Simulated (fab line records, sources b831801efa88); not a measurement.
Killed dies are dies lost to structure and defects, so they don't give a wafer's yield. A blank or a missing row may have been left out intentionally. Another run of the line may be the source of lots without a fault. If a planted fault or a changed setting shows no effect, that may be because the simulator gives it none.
What tool caused it? + flow sky130 + 11 lots, 33 wafers sampled, at 4 steps of a route of 708

## WHAT THE GAUGES SHOWED, per wafer
SKY_SD_N_RS_MEAS_16: uses a four-point probe to measure.
| lot  | measured     | on            | SD_N_RS (ohm/sq)  |
|------|--------------|---------------|-------------------|
| L850 | day 28 18:49 | film_metro-02 | 68.69 68.55 68.67 |
| L851 | day 29 00:25 | film_metro-02 | 68.58 68.59 68.69 |
| L852 | day 29 14:22 | film_metro-03 | 68.40 68.55 68.36 |
| L853 | day 29 15:48 | film_metro-02 | 68.60 68.48 68.69 |
| L857 | day 30 15:16 | film_metro-02 | 68.68 68.63 68.76 |
| L858 | day 31 04:33 | film_metro-02 | 68.79 68.84 68.78 |
| L862 | day 31 22:57 | film_metro-03 | 68.72 68.69 68.54 |
| L863 | day 32 18:59 | film_metro-01 | 71.36 71.40 71.25 |
| L864 | day 32 18:08 | film_metro-02 | 71.21 71.45 71.51 |
| L872 | day 35 07:42 | film_metro-02 | 68.69 68.57 68.71 |
| L873 | day 35 10:42 | film_metro-03 | 68.34 68.31 68.60 |

## TOOL THAT RAN EACH LOT (tool first, then ch and the chambers of the sampled wafers, then the start)
| lot  | SKY_LDD_LDN_STRIP_12                 | SKY_SD_N_IMPLANT_09             | SKY_SD_N_STRIP_11                    |
|------|--------------------------------------|---------------------------------|--------------------------------------|
| L850 | plasma_asher-04 ch 0,1, day 23 19:46 | implanter-03 ch 0, day 28 18:07 | plasma_asher-01 ch 0,1, day 28 18:24 |
| L851 | plasma_asher-03 ch 0,1, day 24 01:43 | implanter-02 ch 0, day 28 23:44 | plasma_asher-04 ch 0,1, day 29 00:01 |
| L852 | plasma_asher-01 ch 0,1, day 24 16:15 | implanter-03 ch 0, day 29 13:41 | plasma_asher-04 ch 0,1, day 29 13:57 |
| L853 | plasma_asher-03 ch 0,1, day 24 17:44 | implanter-02 ch 0, day 29 15:07 | plasma_asher-03 ch 0,1, day 29 15:25 |
| L857 | plasma_asher-04 ch 0,1, day 25 19:49 | implanter-03 ch 0, day 30 14:35 | plasma_asher-01 ch 0,1, day 30 14:53 |
| L858 | plasma_asher-04 ch 0,1, day 26 08:42 | implanter-03 ch 0, day 31 03:52 | plasma_asher-04 ch 0,1, day 31 04:10 |
| L862 | plasma_asher-03 ch 0,1, day 27 04:33 | implanter-03 ch 0, day 31 22:16 | plasma_asher-03 ch 0,1, day 31 22:34 |
| L863 | plasma_asher-04 ch 0,1, day 27 17:23 | implanter-03 ch 0, day 32 18:19 | plasma_asher-03 ch 0,1, day 32 18:35 |
| L864 | plasma_asher-01 ch 0,1, day 27 20:49 | implanter-03 ch 0, day 32 17:28 | plasma_asher-03 ch 0,1, day 32 17:46 |
| L872 | plasma_asher-03 ch 0,1, day 30 16:52 | implanter-02 ch 0, day 35 06:58 | plasma_asher-03 ch 0,1, day 35 07:15 |
| L873 | plasma_asher-04 ch 0,1, day 30 20:21 | implanter-02 ch 0, day 35 10:01 | plasma_asher-03 ch 0,1, day 35 10:19 |
- SKY_LDD_LDN_STRIP_12: strips in O2/N2.
- SKY_SD_N_IMPLANT_09
- SKY_SD_N_STRIP_11: strips in O2/N2.

## THE ANSWER, worked out from the rows above alone
Rule: what is usual is taken from the lots themselves. The widest of any qualifying gaps counts: lots, ordered by their means at a reading, are off when they make up no more than a third of the lots, leave a main group of 4 or more, and stand apart from it by 3 or more times the standard deviation of that group's means. A main group whose means are all the same, to the digits that the tables above print for the reading, isn't used. A lot without any number at a reading at which 4 lots or more have one is off too. Where the step has rows for the other lots, those lots are counted as sound.
Off: at SKY_SD_N_RS_MEAS_16 (SD_N_RS), L863, L864. Main group: mean 68.61 ohm/sq, sd 0.11.
A tool fits if, at a process step before that reading, it ran every lot that is off, and no sound lot after the first of them. Those tools and the gauges at SKY_SD_N_RS_MEAS_16 are tried in the same way. One candidate fits, namely implanter-03 at SKY_SD_N_IMPLANT_09. Its last sound lot is L862 (day 31 22:16), its first lot that is off L864 (day 32 17:28): a fault that began between those two fits.

## WHAT THE SIMULATOR HAD INSERTED
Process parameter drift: implanter-03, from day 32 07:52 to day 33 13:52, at SKY_SD_N_IMPLANT_09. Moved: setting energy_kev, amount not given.
Struck lots among those shown: L864, L863. The rule above found the same.
